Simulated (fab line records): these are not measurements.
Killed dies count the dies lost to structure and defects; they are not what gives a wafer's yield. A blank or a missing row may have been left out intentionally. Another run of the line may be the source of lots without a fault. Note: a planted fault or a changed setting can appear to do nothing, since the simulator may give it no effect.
Comparing a struck lot with a sound one :: flow sfq line :: 42 out of 325 route steps
Sound: the wafers L828.2, L828.5, L828.6. Struck: wafers L836.4, L836.5. (L836.6 of the same lot was not struck and is left out.) The cause comes at the end.
Per side, at each step with rows, come the tool, then ch with its chambers, and then its first start. Under that, the readings that differ: sound wafers :: struck wafers :: difference of the means :: sigmas: that difference in standard deviations of wafers without a fault.
alike: a reading whose means differ by less than 2 such deviations, as well as words and numbers matching on both sides. not compared: withheld readings; readings where some wafer has no value; bounds like >300 that might hide an equal value; numbers whose values overlap and for which the record gives no deviation.
The two part at a step that has a row with sigmas, a row that says differs or no value, or rows on one side only. When numbers do not overlap yet have no deviation, they are printed without sigmas and do not part them. A reading missing from all wafers of one side parts the sides only when that side holds two or more wafers.

first, 6 steps without rows for these wafers: SFQ_TRILAYER_L0_VIA_LITHO_COAT_018 (resist thk 62 nm); SFQ_TRILAYER_L0_VIA_LITHO_COAT_013 (resist thk 650 nm); SFQ_TRILAYER_L0_VIA_LITHO_SOFTBAKE_017; SFQ_TRILAYER_L0_VIA_LITHO_EXPOSE_014 (exposes mask L0V, target cd 700 nm); SFQ_TRILAYER_L0_VIA_LITHO_PEB_016 (peb time 60 s); SFQ_TRILAYER_L0_VIA_LITHO_DEVELOP_015 (time 60 s).
SFQ_L0V_OVL_MEAS_903:
  struck on overlay-01, day 14 06:54; sound on overlay-02, day 11 05:15
  alike: L0V_OVL
SFQ_TRILAYER_L0_VIA_BARC_OPEN_VIA_ETCH_021: etches BARC in O2, target depth 125 nm, time 41.7 s.
  sound on rie diel-02 ch 0,3, day 11 05:17; struck on rie diel-02 ch 0,1, day 14 06:56
  alike: drypump motor current A, oes product au
  not compared: rf hours counter h
SFQ_TRILAYER_L0_VIA_ETCH_VIA_ETCH_016: etches SiO2 in CHF3, stops on MoNx KI, target depth 80 nm.
  sound on rie diel-02 ch 0,3, day 11 05:19; struck on rie diel-02 ch 0,1, day 14 06:59
  alike: drypump motor current A, oes product au
SFQ_TRILAYER_L0_VIA_STRIP_STRIP_017: strips in O2.
  sound on rie metal-03 ch 0,1, day 11 05:22; struck on rie metal-04 ch 1, day 14 07:13
  alike: drypump motor current A, oes product au
  not compared: rf hours counter h
then, 2 steps without rows for these wafers: SFQ_TRILAYER_L0_VIA_STRIP_SOLV_CLEAN_018 (cleans in NMP, time 600 s); SFQ_TRILAYER_M0_DEP_PRE_CLEAN_020 (time 15 s).
SFQ_TRILAYER_M0_DEP_SPUTTER_019: material Nb, target thk 200 nm, time 133.3 s.
  struck on pvd sputter-03, day 14 07:49; sound on pvd sputter-03, day 11 06:10
reading: model.Nb_of_TRILAYER_M0_DEP_SPUTTER_019.thk nm (nm)
sound: 202.3 198 201.9
struck: 181.4 180.8
difference: -19.6
sigmas: 
  alike: substrate temp c, throttle valve pct
SFQ_M0_RS_MEAS_904: the measuring method here is four-point-probe.
  struck on film metro-02, day 14 07:58; sound on film metro-03, day 11 06:17
reading: M0_NB_RS (ohm/sq)
sound: 0.880 0.899 0.881
struck: 0.985 0.989
difference: +0.100
sigmas: +8
then, 6 steps without rows for these wafers: SFQ_TRILAYER_M0_LITHO_COAT_026 (resist thk 62 nm); SFQ_TRILAYER_M0_LITHO_COAT_021 (resist thk 600 nm); SFQ_TRILAYER_M0_LITHO_SOFTBAKE_025; SFQ_TRILAYER_M0_LITHO_EXPOSE_022 (exposes mask M0, target cd 500 nm); SFQ_TRILAYER_M0_LITHO_PEB_024 (peb time 60 s); SFQ_TRILAYER_M0_LITHO_DEVELOP_023 (time 60 s).
-- the record jumps here: 6 days lie between the struck wafers' starts before and after --
SFQ_M0_OVL_MEAS_906:
  struck on overlay-01, day 20 06:37; sound on overlay-02, day 16 10:52
reading: M0_OVL (nm)
sound: -11 -7 -15
struck: 6 1
difference: +14
sigmas: +2
then, 1 step without rows for these wafers: SFQ_TRILAYER_M0_BARC_OPEN_METAL_ETCH_031 (etches BARC in O2, target depth 125 nm, time 41.7 s).
SFQ_TRILAYER_M0_ETCH_METAL_ETCH_024: etches Nb in Cl2/Ar, stops on SiO2, target depth 240 nm, time 120 s.
  sound on rie metal-02 ch 0,1, day 16 10:58; struck on rie metal-03 ch 0,1, day 20 06:44
reading: oes product au (a.u.)
sound: 0.902 0.893 0.898
struck: 0.846 0.841
difference: -0.054
sigmas: -6
  alike: drypump motor current A
  not compared: rf hours counter h
then, 4 steps without rows for these wafers: SFQ_TRILAYER_M0_STRIP_STRIP_025 (strips in O2); SFQ_TRILAYER_M0_STRIP_SOLV_CLEAN_026 (cleans in NMP, time 600 s); SFQ_TRILAYER_I0_DEP_PECVD_027 (deposits SiO2 from SiH4/N2O, time 111.11 s, target thk 500 nm); SFQ_TRILAYER_I0_CMP_CMP_028 (polishes SiO2).
SFQ_I0_BOW_MEAS_907:
  struck on film metro-02, day 20 10:43; sound on film metro-02, day 16 14:57
  alike: I0_BOW
then, 7 steps without rows for these wafers: SFQ_TRILAYER_I0_METRO_MEASURE_029; SFQ_TRILAYER_I0_VIA_LITHO_COAT_036 (resist thk 62 nm); SFQ_TRILAYER_I0_VIA_LITHO_COAT_031 (resist thk 650 nm); SFQ_TRILAYER_I0_VIA_LITHO_SOFTBAKE_035; SFQ_TRILAYER_I0_VIA_LITHO_EXPOSE_032 (exposes mask I0, target cd 500 nm); SFQ_TRILAYER_I0_VIA_LITHO_PEB_034 (peb time 60 s); SFQ_TRILAYER_I0_VIA_LITHO_DEVELOP_033 (time 60 s).
-- the record jumps here: 6 days lie between the struck wafers' starts before and after --
SFQ_I0_OVL_MEAS_908:
  struck on overlay-01, day 26 21:52; sound on overlay-02, day 22 23:17
  alike: I0_OVL
then, 1 step without rows for these wafers: SFQ_TRILAYER_I0_VIA_BARC_OPEN_VIA_ETCH_046 (etches BARC in O2, target depth 125 nm, time 41.7 s).
SFQ_TRILAYER_I0_VIA_ETCH_VIA_ETCH_034: etches SiO2 in CHF3, stops on Nb, target depth 260 nm.
  sound on rie diel-04 ch 0,1,3, day 22 23:22; struck on rie diel-01 ch 1,3, day 26 21:56
  alike: drypump motor current A, oes product au
SFQ_TRILAYER_I0_VIA_STRIP_STRIP_035: strips in O2.
  sound on rie metal-02 ch 0,1, day 22 23:29; struck on rie metal-04 ch 0,1, day 26 22:15
reading: oes product au (a.u.)
sound: 1.012 1.010 1.003
struck: 0.988 0.989
difference: -0.020
sigmas: -3
  alike: drypump motor current A
  not compared: rf hours counter h
then, 2 steps without rows for these wafers: SFQ_TRILAYER_I0_VIA_STRIP_SOLV_CLEAN_036 (cleans in NMP, time 600 s); SFQ_TRILAYER_M1_DEP_PRE_CLEAN_038 (time 22.5 s).
-- the record jumps here: 60 days lie between the struck wafers' starts before and after --
SFQ_M8_BOW_MEAS_951:
  struck on film metro-03, day 86 10:37; sound on film metro-01, day 83 16:35
reading: model.etest.m0.ohm um
sound: 1.76 1.795 1.763
struck: 1.955 1.971
difference: +0.190
sigmas: 

reading: model.etest.i0.link ohm
sound: 1.975 1.992 1.969
struck: 2.081 2.079
difference: +0.101
sigmas: 

reading: model.etest.m0.ohm sq
sound: 0.8811 0.9003 0.8832
struck: 0.9826 0.9863
difference: +0.0963
sigmas: 
  alike: M8_BOW

## WHERE THEY PART
First at SFQ_M0_RS_MEAS_904; last, within this record, at SFQ_TRILAYER_I0_VIA_STRIP_STRIP_035. Later steps at which nothing parts them and some readings are alike: SFQ_M8_BOW_MEAS_951.

WHY: whatever the simulator had introduced
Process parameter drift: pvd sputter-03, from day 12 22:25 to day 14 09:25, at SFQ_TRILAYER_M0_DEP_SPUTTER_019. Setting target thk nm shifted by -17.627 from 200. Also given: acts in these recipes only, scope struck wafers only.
